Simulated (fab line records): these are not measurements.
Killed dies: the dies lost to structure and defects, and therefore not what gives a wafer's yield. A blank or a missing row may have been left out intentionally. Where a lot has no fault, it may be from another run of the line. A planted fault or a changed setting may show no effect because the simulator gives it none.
fab line records -- flow sky130
record lots=14, wafers=42, last_day=50
route steps=708 shown METAL2@500 VIA2@521 METAL3@533
lots that met no fault: from a run of the same line without faults
start_h: hours from the record's opening day to when the first of the lot's shown wafers began -- wait_h: hours since the lot's step before -- " unchanged from the row above -- L1.1+2: a row that stands for several wafers -- - value missing, or start not given -- * or withheld: withheld -- < > ~ a bound
route shown NAME@n: NAME is a module with steps in the file, n the number in the route of the first one -- usual: mean/standard deviation of fault-free wafers -- same: alike in all rows -- chamber/n: place in a boat -- sites: readings site by site -- _std_site: the values' standard deviation -- _edge_site: the outer-site mean with the inner-site mean subtracted -- radius_mm: for every site, how far away it sits from the centre of the wafer -- mask NAME#n: copy n -- behind: the last tool/chamber to shape the wafer -- hold: the reason the lot was held/the length of the hold in hours/how it ended -- device: the n, p or np transistor that did not switch -- end of line: tests run on the same wafers once the route is complete -- step lacking rows: just its recipe -- killed: at the first sort, the dies lost to defects and structure; wafer yield is something else -- map: a wafer's dies, marking killed ones x, the rest . and places with no die _
set.NAME: the run value of the setting; set.NAME@STEP: its run value at that earlier step -- model.NAME: the simulator's own value behind a step, which no gauge read
steps of the route over a sample of lots; a table a step, a row a wafer
services: a tool's chamber out of use, with start hour (start_h, from the record's first day; less than 0 if before it), hours out, and reason
## steps
# step SKY_METAL2_DESCUM_17
# recipe chemistry=O2, source_power_w=150, bias_power_w=0, pressure_mtorr=10, temp_c=40, time_s=8
# usual drypump_motor_current_A=5.9/0.59, oes_product_au=1.010/0.0086
lot.wafer,tool,chamber,start_h,wait_h,drypump_motor_current_A,oes_product_au,rf_hours_counter_h
L170.1,rie_metal-03,0,824.21,0.0,6.1,0.983,16
L170.5,rie_metal-03,1,824.21,0.0,5.4,1.014,-
L170.6,rie_metal-03,0,824.21,0.0,6.1,0.993,-
L171.3,rie_metal-02,0,830.33,0.0,6.8,1.010,-
L171.4,rie_metal-02,0,830.33,0.0,6.7,1.005,-
L171.5,rie_metal-02,0,830.33,0.0,6.7,1.013,-
L172.2,rie_metal-02,0,837.18,0.0,6.7,1.012,-
L172.5,rie_metal-02,0,837.18,0.0,6.7,1.008,-
L172.6,rie_metal-02,0,837.18,0.0,6.7,1.020,-
L174.1,rie_metal-03,0,852.86,0.0,6.1,1.001,17
L174.2,rie_metal-03,1,852.86,0.0,5.4,1.010,16
L174.4,rie_metal-03,0,852.86,0.0,6.1,1.000,-
L180.4,rie_metal-03,0,899.34,0.0,6.1,0.991,-
L180.5,rie_metal-03,0,899.34,0.0,6.1,1.000,-
L180.6,rie_metal-03,0,899.34,0.0,6.1,1.005,-
L182.2,rie_metal-03,0,909.97,0.0,6.1,1.010,-
L182.4,rie_metal-03,0,909.97,0.0,6.1,1.001,-
L182.5,rie_metal-03,0,909.97,0.0,6.1,0.998,-
L183.1,rie_metal-02,0,915.39,0.0,6.7,1.005,20
L183.3,rie_metal-02,0,915.39,0.0,6.7,1.007,-
L183.4,rie_metal-02,1,915.39,0.0,5.3,1.019,-
L184.1,rie_metal-01,0,933.29,0.0,5.2,1.029,8
L184.2,rie_metal-01,1,933.29,0.0,6.2,1.002,13
L184.3,rie_metal-01,0,933.29,0.0,5.2,1.019,-
L185.3,rie_metal-01,0,943.42,0.0,5.2,1.015,-
L185.5,rie_metal-01,0,943.42,0.0,5.2,1.027,-
L185.6,rie_metal-01,1,943.42,0.0,6.3,1.013,-
L186.3,rie_metal-03,1,944.25,0.0,5.4,1.002,-
L186.5,rie_metal-03,1,944.25,0.0,5.4,1.002,-
L186.6,rie_metal-03,0,944.25,0.0,6.1,1.010,-
L188.3,rie_metal-02,1,955.48,0.0,5.3,1.010,-
L188.5,rie_metal-02,0,955.48,0.0,6.7,1.010,-
L188.6,rie_metal-02,1,955.48,0.0,5.3,1.008,-
L189.1,rie_metal-03,0,960.41,0.0,6.1,1.014,5
L189.3,rie_metal-03,0,960.41,0.0,6.1,1.011,-
L189.4,rie_metal-03,1,960.41,0.0,5.4,1.006,-
L192.2,rie_metal-02,1,978.71,0.0,5.3,1.017,6
L192.3,rie_metal-02,1,978.71,0.0,5.3,1.018,-
L192.6,rie_metal-02,1,978.71,0.0,5.3,1.010,-
L193.3,rie_metal-01,0,979.93,0.0,5.2,1.020,-
L193.4,rie_metal-01,1,979.93,0.0,6.2,1.001,-
L193.6,rie_metal-01,1,979.93,0.0,6.2,0.996,-
# step SKY_VIA2_ETCH_14
# recipe chemistry=N2/H2, target=BARC, ion_energy_ev=200, source_w=500, bias_w=100, pressure_mtorr=30, n2_flow_sccm=100, h2_flow_sccm=200, stop_on=SiO2, time_s=45.9, target_depth_a=600
# usual drypump_motor_current_A=5.7/0.41, oes_product_au=0.856/0.0048, run_length_s=74.3/0.37, throttle_valve_pct=13.225/0.0093
lot.wafer,tool,chamber,start_h,wait_h,drypump_motor_current_A,oes_product_au,rf_hours_counter_h,run_length_s,throttle_valve_pct
L170.1,rie_diel-04,1,851.22,0.0,6.5,0.856,5,74.7,13.223
L170.5,rie_diel-04,2,851.22,0.0,5.7,0.863,-,74.6,13.231
L170.6,rie_diel-04,1,851.22,0.0,6.5,0.858,-,74.3,13.238
L171.3,rie_diel-04,2,858.02,0.0,5.7,0.860,9,74.9,13.233
L171.4,rie_diel-04,3,858.02,0.0,5.7,0.848,-,74.4,13.235
L171.5,rie_diel-04,2,858.02,0.0,5.8,0.855,-,75.0,13.226
L172.2,rie_diel-01,0,864.80,0.0,6.0,0.858,23,73.6,13.229
L172.5,rie_diel-01,0,864.80,0.0,6.0,0.857,-,74.1,13.232
L172.6,rie_diel-01,1,864.80,0.0,5.7,0.852,-,73.7,13.221
L174.1,rie_diel-01,3,880.65,0.0,5.6,0.850,15,74.2,13.224
L174.2,rie_diel-01,2,880.65,0.0,5.9,0.855,6,74.2,13.222
L174.4,rie_diel-01,1,880.65,0.0,5.7,0.853,10,73.8,13.220
L180.4,rie_diel-04,0,925.77,0.0,5.7,0.848,16,74.3,13.226
L180.5,rie_diel-04,0,925.77,0.0,5.7,0.853,-,74.6,13.208
L180.6,rie_diel-04,1,925.77,0.0,6.5,0.851,-,74.9,13.222
L182.2,rie_diel-03,1,936.12,0.0,5.6,0.857,27,74.2,13.213
L182.4,rie_diel-03,1,936.12,0.0,5.6,0.861,-,74.5,13.222
L182.5,rie_diel-03,2,936.12,0.0,4.6,0.850,-,74.0,13.227
L183.1,rie_diel-04,0,941.47,0.0,5.7,1.001,16,47.4,13.236
L183.3,rie_diel-04,1,941.47,0.0,6.5,0.982,7,47.5,13.233
L183.4,rie_diel-04,3,941.47,0.0,5.7,1.002,13,47.5,13.251
L184.1,rie_diel-04,3,958.90,0.0,5.7,1.020,14,47.7,13.238
L184.2,rie_diel-04,1,958.90,0.0,6.5,0.991,7,47.1,13.255
L184.3,rie_diel-04,2,958.90,0.0,5.8,1.001,12,47.8,13.233
L185.3,rie_diel-01,3,969.45,0.0,5.5,0.860,17,74.3,13.229
L185.5,rie_diel-01,1,969.45,0.0,5.7,0.853,-,73.7,13.233
L185.6,rie_diel-01,2,969.45,0.0,5.9,0.851,-,74.4,13.232
L186.3,rie_diel-03,1,970.01,0.0,5.6,0.861,28,74.1,13.223
L186.5,rie_diel-03,0,970.01,0.0,5.9,0.860,-,73.9,13.240
L186.6,rie_diel-03,3,970.01,0.0,5.9,0.863,-,74.2,13.237
L188.3,rie_diel-03,2,981.15,0.0,4.7,0.860,23,74.3,13.232
L188.5,rie_diel-03,1,981.15,0.0,5.6,0.857,-,74.1,13.229
L188.6,rie_diel-03,0,981.15,0.0,6.0,0.855,-,74.1,13.215
L189.1,rie_diel-01,0,985.31,0.0,6.0,0.865,27,73.6,13.240
L189.3,rie_diel-01,3,985.31,0.0,5.6,0.864,18,74.5,13.231
L189.4,rie_diel-01,2,985.31,0.0,5.9,0.855,10,74.6,13.237
L192.2,rie_diel-01,1,1003.77,0.0,5.7,0.854,14,73.7,13.220
L192.3,rie_diel-01,2,1003.77,0.0,5.9,0.845,11,73.8,13.244
L192.6,rie_diel-01,1,1003.77,0.0,5.7,0.861,-,73.7,13.219
L193.3,rie_diel-03,0,1004.28,0.0,5.9,0.858,-,74.0,13.227
L193.4,rie_diel-03,2,1004.28,0.0,4.6,0.852,-,73.8,13.231
L193.6,rie_diel-03,0,1004.28,0.0,5.9,0.855,-,74.3,13.228
# step SKY_VIA2_ETCH_15
# recipe target=SiO2, chemistry=C4F8/O2/Ar, target_depth_nm=546, stop_on=TiN, mask_material=KrF-thick, source_w=1500, bias_w=1200, pressure_mtorr=40, c4f8_flow_sccm=withheld, O2_flow_sccm=6, Ar_flow_sccm=300, time_s=84
# usual oes_product_au=0.939/0.0049, run_length_s=112.5/0.39
lot.wafer,tool,chamber,start_h,wait_h,oes_product_au,rf_hours_counter_h,run_length_s
L170.1,rie_diel-04,1,851.26,0.0,0.936,5,112.7
L170.5,rie_diel-04,2,851.26,0.0,0.935,-,113.1
L170.6,rie_diel-04,1,851.26,0.0,0.941,-,112.7
L171.3,rie_diel-04,2,858.06,0.0,0.933,9,112.8
L171.4,rie_diel-04,3,858.06,0.0,0.936,-,113.2
L171.5,rie_diel-04,2,858.06,0.0,0.931,-,113.0
L172.2,rie_diel-01,0,864.84,0.0,0.944,23,111.8
L172.5,rie_diel-01,0,864.84,0.0,0.938,-,111.7
L172.6,rie_diel-01,1,864.84,0.0,0.941,-,112.5
L174.1,rie_diel-01,3,880.69,0.0,0.934,15,112.5
L174.2,rie_diel-01,2,880.69,0.0,0.939,6,112.0
L174.4,rie_diel-01,1,880.69,0.0,0.937,10,112.3
L180.4,rie_diel-04,0,925.81,0.0,0.942,16,112.4
L180.5,rie_diel-04,0,925.81,0.0,0.934,-,112.5
L180.6,rie_diel-04,1,925.81,0.0,0.943,-,112.9
L182.2,rie_diel-03,1,936.18,0.0,0.940,27,112.4
L182.4,rie_diel-03,1,936.18,0.0,0.943,-,112.2
L182.5,rie_diel-03,2,936.18,0.0,0.940,-,111.9
L183.1,rie_diel-04,0,941.51,0.0,0.378,16,112.7
L183.3,rie_diel-04,1,941.51,0.0,0.376,7,112.4
L183.4,rie_diel-04,3,941.51,0.0,0.372,13,112.9
L184.1,rie_diel-04,3,958.95,0.0,0.369,14,113.2
L184.2,rie_diel-04,1,958.95,0.0,0.375,7,112.7
L184.3,rie_diel-04,2,958.95,0.0,0.370,12,112.7
L185.3,rie_diel-01,3,969.50,0.0,0.948,17,113.1
L185.5,rie_diel-01,1,969.50,0.0,0.942,-,112.4
L185.6,rie_diel-01,2,969.50,0.0,0.938,-,112.2
L186.3,rie_diel-03,1,970.05,0.0,0.935,28,112.3
L186.5,rie_diel-03,0,970.05,0.0,0.939,-,112.8
L186.6,rie_diel-03,3,970.05,0.0,0.944,-,112.5
L188.3,rie_diel-03,2,981.20,0.0,0.939,23,112.3
L188.5,rie_diel-03,1,981.20,0.0,0.933,-,112.2
L188.6,rie_diel-03,0,981.20,0.0,0.944,-,112.0
L189.1,rie_diel-01,0,985.35,0.0,0.953,27,112.3
L189.3,rie_diel-01,3,985.35,0.0,0.944,18,112.3
L189.4,rie_diel-01,2,985.35,0.0,0.944,10,112.3
L192.2,rie_diel-01,1,1003.81,0.0,0.939,14,112.0
L192.3,rie_diel-01,2,1003.81,0.0,0.942,11,112.2
L192.6,rie_diel-01,1,1003.81,0.0,0.936,-,111.7
L193.3,rie_diel-03,0,1004.35,0.1,0.940,-,112.3
L193.4,rie_diel-03,2,1004.35,0.1,0.945,-,112.0
L193.6,rie_diel-03,0,1004.35,0.1,0.940,-,112.4
# step SKY_VIA2_STRIP_16
# recipe chemistry=O2/N2, power_w=1400, pressure_mtorr=1500, platen_temp_c=withheld, o2_flow_sccm=3000, n2_flow_sccm=300, overash_fraction=0.5
# usual drypump_motor_current_A=5.8/0.5, oes_product_au=0.398/0.004, strip_time_to_endpoint_s=4.051/0.026
lot.wafer,tool,chamber,start_h,wait_h,drypump_motor_current_A,oes_product_au,rf_hours_counter_h,strip_time_to_endpoint_s
L170.1,plasma_asher-04,0,851.32,0.0,5.0,0.396,75,4.083
L170.5,plasma_asher-04,1,851.32,0.0,5.4,0.405,-,4.025
L170.6,plasma_asher-04,0,851.32,0.0,5.0,0.406,-,4.070
L171.3,plasma_asher-01,1,858.16,0.1,6.2,0.395,-,4.045
L171.4,plasma_asher-01,0,858.16,0.1,5.4,0.398,-,4.028
L171.5,plasma_asher-01,0,858.16,0.1,5.4,0.401,-,4.049
L172.2,plasma_asher-04,0,864.91,0.0,5.0,0.399,77,4.068
L172.5,plasma_asher-04,0,864.91,0.0,5.0,0.401,-,4.061
L172.6,plasma_asher-04,1,864.91,0.0,5.4,0.392,-,4.024
L174.1,plasma_asher-04,1,880.76,0.0,5.4,0.399,78,4.039
L174.2,plasma_asher-04,0,880.76,0.0,5.0,0.397,78,4.083
L174.4,plasma_asher-04,0,880.76,0.0,5.0,0.400,-,4.048
L180.4,plasma_asher-01,0,925.91,0.1,5.5,0.395,-,4.046
L180.5,plasma_asher-01,0,925.91,0.1,5.5,0.399,-,4.037
L180.6,plasma_asher-01,1,925.91,0.1,6.3,0.400,-,4.056
L182.2,plasma_asher-01,0,936.28,0.1,5.5,0.398,19,4.044
L182.4,plasma_asher-01,1,936.28,0.1,6.2,0.399,-,4.053
L182.5,plasma_asher-01,0,936.28,0.1,5.4,0.391,-,4.035
L183.1,plasma_asher-04,0,941.57,0.0,5.0,0.411,84,4.333
L183.3,plasma_asher-04,1,941.57,0.0,5.4,0.407,-,4.335
L183.4,plasma_asher-04,0,941.57,0.0,5.0,0.403,-,4.283
L184.1,plasma_asher-02,1,959.01,0.0,6.2,0.413,114,4.277
L184.2,plasma_asher-02,0,959.01,0.0,6.3,0.412,114,4.354
L184.3,plasma_asher-02,0,959.01,0.0,6.3,0.413,-,4.345
L185.3,plasma_asher-02,1,969.59,0.1,6.2,0.400,-,4.059
L185.5,plasma_asher-02,0,969.59,0.1,6.3,0.401,-,4.034
L185.6,plasma_asher-02,1,969.59,0.1,6.2,0.391,-,4.101
L186.3,plasma_asher-04,0,970.15,0.1,5.0,0.398,-,4.056
L186.5,plasma_asher-04,0,970.15,0.1,5.0,0.394,-,4.046
L186.6,plasma_asher-04,1,970.15,0.1,5.4,0.397,-,4.025
L188.3,plasma_asher-02,1,981.29,0.1,6.2,0.399,-,4.050
L188.5,plasma_asher-02,1,981.29,0.1,6.2,0.398,-,4.067
L188.6,plasma_asher-02,0,981.29,0.1,6.3,0.402,-,4.068
L189.1,plasma_asher-01,0,985.41,0.0,5.4,0.400,24,4.093
L189.3,plasma_asher-01,0,985.41,0.0,5.4,0.398,-,4.063
L189.4,plasma_asher-01,1,985.41,0.0,6.3,0.398,-,4.103
L192.2,plasma_asher-02,0,1003.87,0.0,6.2,0.395,118,3.985
L192.3,plasma_asher-02,0,1003.87,0.0,6.3,0.400,-,4.067
L192.6,plasma_asher-02,1,1003.87,0.0,6.2,0.394,-,4.021
L193.3,plasma_asher-02,0,1004.45,0.1,6.2,0.394,-,4.069
L193.4,plasma_asher-02,1,1004.45,0.1,6.2,0.401,-,4.061
L193.6,plasma_asher-02,0,1004.45,0.1,6.3,0.399,-,4.068
# step SKY_METAL3_SPUTTER_01
# recipe material=TiN, target_thk_nm=20, power_w=6500, time_s=16.7, chamber_pressure_pa=0.4
# usual throttle_valve_pct=30.6/1.1
lot.wafer,tool,chamber,start_h,wait_h,throttle_valve_pct
L170.1,pvd_sputter-03,-,852.65,0.0,32.9
L170.5,pvd_sputter-03,-,852.65,0.0,33.1
L170.6,pvd_sputter-03,-,852.65,0.0,29.4
L171.3,pvd_sputter-02,-,859.48,0.0,30.2
L171.4,pvd_sputter-02,-,859.48,0.0,29.6
L171.5,pvd_sputter-02,-,859.48,0.0,31.9
L172.2,pvd_sputter-04,-,866.21,0.0,30.8
L172.5,pvd_sputter-04,-,866.21,0.0,30.8
L172.6,pvd_sputter-04,-,866.21,0.0,28.9
L174.1,pvd_sputter-04,-,882.04,0.0,30.6
L174.2,pvd_sputter-04,-,882.04,0.0,30.4
L174.4,pvd_sputter-04,-,882.04,0.0,29.3
L180.4,pvd_sputter-02,-,927.29,0.0,32.3
L180.5,pvd_sputter-02,-,927.29,0.0,30.1
L180.6,pvd_sputter-02,-,927.29,0.0,31.4
L182.2,pvd_sputter-04,-,937.56,0.0,29.1
L182.4,pvd_sputter-04,-,937.56,0.0,30.8
L182.5,pvd_sputter-04,-,937.56,0.0,30.6
L185.3,pvd_sputter-04,-,970.90,0.0,29.2
L185.5,pvd_sputter-04,-,970.90,0.0,30.6
L185.6,pvd_sputter-04,-,970.90,0.0,29.3
L186.3,pvd_sputter-04,-,971.74,0.0,30.5
L186.5,pvd_sputter-04,-,971.74,0.0,31.1
L186.6,pvd_sputter-04,-,971.74,0.0,30.7
L188.3,pvd_sputter-04,-,982.69,0.0,30.7
L188.5,pvd_sputter-04,-,982.69,0.0,30.8
L188.6,pvd_sputter-04,-,982.69,0.0,30.7
L189.1,pvd_sputter-03,-,986.76,0.0,31.0
L189.3,pvd_sputter-03,-,986.76,0.0,29.4
L189.4,pvd_sputter-03,-,986.76,0.0,29.6
L192.2,pvd_sputter-04,-,1005.16,0.0,29.2
L192.3,pvd_sputter-04,-,1005.16,0.0,30.8
L192.6,pvd_sputter-04,-,1005.16,0.0,30.4
L193.3,pvd_sputter-03,-,1005.70,0.0,33.2
L193.4,pvd_sputter-03,-,1005.70,0.0,31.0
L193.6,pvd_sputter-03,-,1005.70,0.0,29.7
# step SKY_METAL3_SPUTTER_02
# recipe material=AlCu, target_thk_nm=735, power_w=10600, time_s=39.1, chamber_pressure_pa=0.4
# usual throttle_valve_pct=30.6/1
lot.wafer,tool,chamber,start_h,wait_h,throttle_valve_pct
L170.1,pvd_sputter-03,-,852.68,0.0,33.1
L170.5,pvd_sputter-03,-,852.68,0.0,33.1
L170.6,pvd_sputter-03,-,852.68,0.0,29.3
L171.3,pvd_sputter-02,-,859.51,0.0,30.0
L171.4,pvd_sputter-02,-,859.51,0.0,29.9
L171.5,pvd_sputter-02,-,859.51,0.0,32.5
L172.2,pvd_sputter-04,-,866.23,0.0,30.8
L172.5,pvd_sputter-04,-,866.23,0.0,30.7
L172.6,pvd_sputter-04,-,866.23,0.0,29.1
L174.1,pvd_sputter-04,-,882.07,0.0,30.8
L174.2,pvd_sputter-04,-,882.07,0.0,30.2
L174.4,pvd_sputter-04,-,882.07,0.0,29.2
L180.4,pvd_sputter-02,-,927.32,0.0,32.3
L180.5,pvd_sputter-02,-,927.32,0.0,30.0
L180.6,pvd_sputter-02,-,927.32,0.0,31.3
L182.2,pvd_sputter-04,-,937.59,0.0,29.1
L182.4,pvd_sputter-04,-,937.59,0.0,30.8
L182.5,pvd_sputter-04,-,937.59,0.0,30.4
L185.3,pvd_sputter-04,-,970.93,0.0,29.3
L185.5,pvd_sputter-04,-,970.93,0.0,30.8
L185.6,pvd_sputter-04,-,970.93,0.0,28.9
L186.3,pvd_sputter-04,-,971.77,0.0,31.0
L186.5,pvd_sputter-04,-,971.77,0.0,31.0
L186.6,pvd_sputter-04,-,971.77,0.0,30.6
L188.3,pvd_sputter-04,-,982.72,0.0,30.7
L188.5,pvd_sputter-04,-,982.72,0.0,31.0
L188.6,pvd_sputter-04,-,982.72,0.0,31.0
L189.1,pvd_sputter-03,-,986.78,0.0,31.0
L189.3,pvd_sputter-03,-,986.78,0.0,29.5
L189.4,pvd_sputter-03,-,986.78,0.0,29.5
L192.2,pvd_sputter-04,-,1005.19,0.0,29.1
L192.3,pvd_sputter-04,-,1005.19,0.0,31.1
L192.6,pvd_sputter-04,-,1005.19,0.0,30.1
L193.3,pvd_sputter-03,-,1005.73,0.0,32.9
L193.4,pvd_sputter-03,-,1005.73,0.0,30.8
L193.6,pvd_sputter-03,-,1005.73,0.0,29.6
## services
tool,chamber,start_h,hours,kind
plasma_asher-04,-,807.57,1.1,repair
rie_diel-04,0,809.73,7.5,repair
rie_diel-01,1,810.01,7.8,repair
rie_diel-01,1,827.06,4.0,repair
rie_diel-04,1,855.31,9.0,repair
rie_metal-02,1,868.53,20.7,repair
plasma_asher-04,-,876.46,0.5,repair
rie_diel-04,0,876.94,11.7,repair
pvd_sputter-03,-,879.64,4.4,repair
pvd_sputter-03,-,883.67,0.6,repair
plasma_asher-04,-,887.07,1.9,repair
rie_metal-03,-,902.24,0.3,repair
rie_metal-03,-,912.49,0.3,repair
plasma_asher-04,-,931.17,2.8,repair
rie_diel-03,3,934.45,3.5,repair
rie_diel-01,3,940.18,12.8,repair
rie_diel-01,0,940.48,4.9,repair
rie_metal-03,-,973.50,0.1,repair
rie_diel-03,-,978.99,2.0,repair
pvd_sputter-04,-,983.36,7.5,repair
rie_diel-03,-,984.03,2.1,repair
rie_diel-01,3,991.90,7.3,repair
pvd_sputter-03,-,993.22,1.9,repair
rie_diel-03,3,1002.94,18.6,repair
## key
first_sign step=SKY_VIA2_ETCH_14, reading=run_length_s, direction=down, sigmas=72, usual=*, struck=*
effect step=SKY_VIA2_ETCH_14, reading=oes_product_au, direction=up, sigmas=30, usual=0.856, struck=0.999
effect step=SKY_VIA2_ETCH_15, reading=oes_product_au, direction=down, sigmas=99+, usual=0.939, struck=0.374
effect step=SKY_VIA2_STRIP_16, reading=strip_time_to_endpoint_s, direction=up, sigmas=10, usual=*, struck=*
met_at SKY_VIA2_ETCH_14
struck_lots L183,L184
later_rows_left_out L183.1,L183.3,L183.4,L184.1,L184.2,L184.3
sort_left_out L183.1,L183.3,L183.4,L184.1,L184.2,L184.3
not_acting_at SKY_METAL2_DESCUM_17,SKY_METAL3_SPUTTER_01,SKY_METAL3_SPUTTER_02
onset_between 925.77 941.47
fault kind=process_parameter_drift, tool=rie_diel-04, chamber=-, onset_h=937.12, steps=SKY_VIA2_ETCH_14, channel=time_s, offset=*, shape=step, end_h=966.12, acts_in=*, stated=*
# sort_left_out: the simulated sort isn't trusted on such a fault, so these wafers' sort isn't shown, and their yield isn't known
# later_rows_left_out: the simulator's readings of these wafers behind a module that went badly wrong aren't trusted and aren't shown, but for the sort
